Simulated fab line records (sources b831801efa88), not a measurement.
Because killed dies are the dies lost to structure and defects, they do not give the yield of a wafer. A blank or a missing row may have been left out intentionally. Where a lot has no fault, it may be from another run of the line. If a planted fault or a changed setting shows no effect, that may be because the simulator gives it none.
Check for tools in common || flow gf180mcu || Lots sampled 12, wafers sampled 36

== REASON IT WAS OPENED ==
Of 12 lots, 2 have the reading NSD_RS flagged at GF_PSD_RS_MEAS_14. No-fault wafers: 46.12 ohm/sq, standard deviation 0.089.
Rule: a lot is flagged when every wafer of it that has a number lies more than 4 standard deviations from that mean, or none has a number. All remaining lots are regarded as sound.

{"lot": "L554", "measured": "day 14 19:00", "on": "film_metro-03", "NSD_RS (ohm/sq), wafer by wafer": "46.04 46.04 46.06", "flag": ""}
{"lot": "L557", "measured": "day 15 15:30", "on": "film_metro-01", "NSD_RS (ohm/sq), wafer by wafer": "46.13 46.10 46.14", "flag": ""}
{"lot": "L558", "measured": "day 15 18:44", "on": "film_metro-01", "NSD_RS (ohm/sq), wafer by wafer": "46.28 46.15 46.10", "flag": ""}
{"lot": "L560", "measured": "day 16 13:25", "on": "film_metro-01", "NSD_RS (ohm/sq), wafer by wafer": "46.23 46.27 46.17", "flag": ""}
{"lot": "L561", "measured": "day 17 02:35", "on": "film_metro-01", "NSD_RS (ohm/sq), wafer by wafer": "46.08 46.24 46.07", "flag": ""}
{"lot": "L562", "measured": "day 17 06:27", "on": "film_metro-01", "NSD_RS (ohm/sq), wafer by wafer": "46.22 46.21 46.12", "flag": ""}
{"lot": "L564", "measured": "day 18 01:58", "on": "film_metro-03", "NSD_RS (ohm/sq), wafer by wafer": "45.98 46.05 46.04", "flag": ""}
{"lot": "L565", "measured": "day 18 12:30", "on": "film_metro-03", "NSD_RS (ohm/sq), wafer by wafer": "43.31 43.19 43.31", "flag": "FLAGGED"}
{"lot": "L566", "measured": "day 18 20:14", "on": "film_metro-01", "NSD_RS (ohm/sq), wafer by wafer": "46.17 46.04 46.07", "flag": ""}
{"lot": "L567", "measured": "day 19 02:02", "on": "film_metro-02", "NSD_RS (ohm/sq), wafer by wafer": "43.39 43.35 43.37", "flag": "FLAGGED"}
{"lot": "L572", "measured": "day 20 23:19", "on": "film_metro-01", "NSD_RS (ohm/sq), wafer by wafer": "46.01 46.10 46.15", "flag": ""}
{"lot": "L574", "measured": "day 21 11:28", "on": "film_metro-03", "NSD_RS (ohm/sq), wafer by wafer": "46.10 46.15 46.10", "flag": ""}
Average over the flagged lots: 43.32 ohm/sq; offset from the usual -2.80 ohm/sq, equal to -31 standard deviations.

== WHICH TOOL RAN EACH LOT ==
The record holds 1 process step before the reading, out of a route of 602 steps. Each cell gives the tool, then ch followed by the chambers the sampled wafers passed through, then the start.
{"lot": "L554", "flag": "", "GF_PSD_RTA_13": "rtp_anneal-02 ch 0, day 14 18:55"}
{"lot": "L557", "flag": "", "GF_PSD_RTA_13": "rtp_anneal-02 ch 0, day 15 15:25"}
{"lot": "L558", "flag": "", "GF_PSD_RTA_13": "rtp_anneal-02 ch 0, day 15 18:39"}
{"lot": "L560", "flag": "", "GF_PSD_RTA_13": "rtp_anneal-01 ch 0, day 16 13:20"}
{"lot": "L561", "flag": "", "GF_PSD_RTA_13": "rtp_anneal-01 ch 0, day 17 02:30"}
{"lot": "L562", "flag": "", "GF_PSD_RTA_13": "rtp_anneal-02 ch 0, day 17 06:22"}
{"lot": "L564", "flag": "", "GF_PSD_RTA_13": "rtp_anneal-01 ch 0, day 18 01:52"}
{"lot": "L565", "flag": "FLAGGED", "GF_PSD_RTA_13": "rtp_anneal-02 ch 0, day 18 12:24"}
{"lot": "L566", "flag": "", "GF_PSD_RTA_13": "rtp_anneal-01 ch 0, day 18 20:10"}
{"lot": "L567", "flag": "FLAGGED", "GF_PSD_RTA_13": "rtp_anneal-02 ch 0, day 19 01:57"}
{"lot": "L572", "flag": "", "GF_PSD_RTA_13": "rtp_anneal-01 ch 0, day 20 23:13"}
{"lot": "L574", "flag": "", "GF_PSD_RTA_13": "rtp_anneal-02 ch 0, day 21 11:22"}
What is done by these steps:
- GF_PSD_RTA_13: time 20 s.
- GF_PSD_RS_MEAS_14: measures by four-point-probe.

== FLAGGED AGAINST TOTAL, ONE TOOL AT A TIME (gauges that did the reading follow at the end) ==
{"step": "GF_PSD_RTA_13", "tool": "rtp_anneal-01", "lots run": 5, "flagged": 0, "share of the flagged lots": "none", "sound lots run after its first flagged lot": "-"}
{"step": "GF_PSD_RTA_13", "tool": "rtp_anneal-02", "lots run": 7, "flagged": 2, "share of the flagged lots": "all", "sound lots run after its first flagged lot": "1 (L574)"}
{"step": "GF_PSD_RS_MEAS_14", "tool": "film_metro-01", "lots run": 7, "flagged": 0, "share of the flagged lots": "none", "sound lots run after its first flagged lot": "-"}
{"step": "GF_PSD_RS_MEAS_14", "tool": "film_metro-02", "lots run": 1, "flagged": 1, "share of the flagged lots": "some", "sound lots run after its first flagged lot": 0}
{"step": "GF_PSD_RS_MEAS_14", "tool": "film_metro-03", "lots run": 4, "flagged": 1, "share of the flagged lots": "some", "sound lots run after its first flagged lot": "1 (L574)"}

== WHAT IS ALLOWED BY THE TABLE ==
In the table, 1 row covers all flagged lots: rtp_anneal-02 at GF_PSD_RTA_13.
- rtp_anneal-02 at GF_PSD_RTA_13 ran 7 lots, 2 of them flagged. Lots that were sound ran on it after the first flagged one (L574); a persistent fault on the entire tool would not allow that. Its own readings (run_length_s) fall more than 4 standard deviations out on all wafers of the flagged lots.
No row of the table ran every flagged lot and no sound lot after the first.

== WHAT THE SIMULATOR HAD INSERTED ==
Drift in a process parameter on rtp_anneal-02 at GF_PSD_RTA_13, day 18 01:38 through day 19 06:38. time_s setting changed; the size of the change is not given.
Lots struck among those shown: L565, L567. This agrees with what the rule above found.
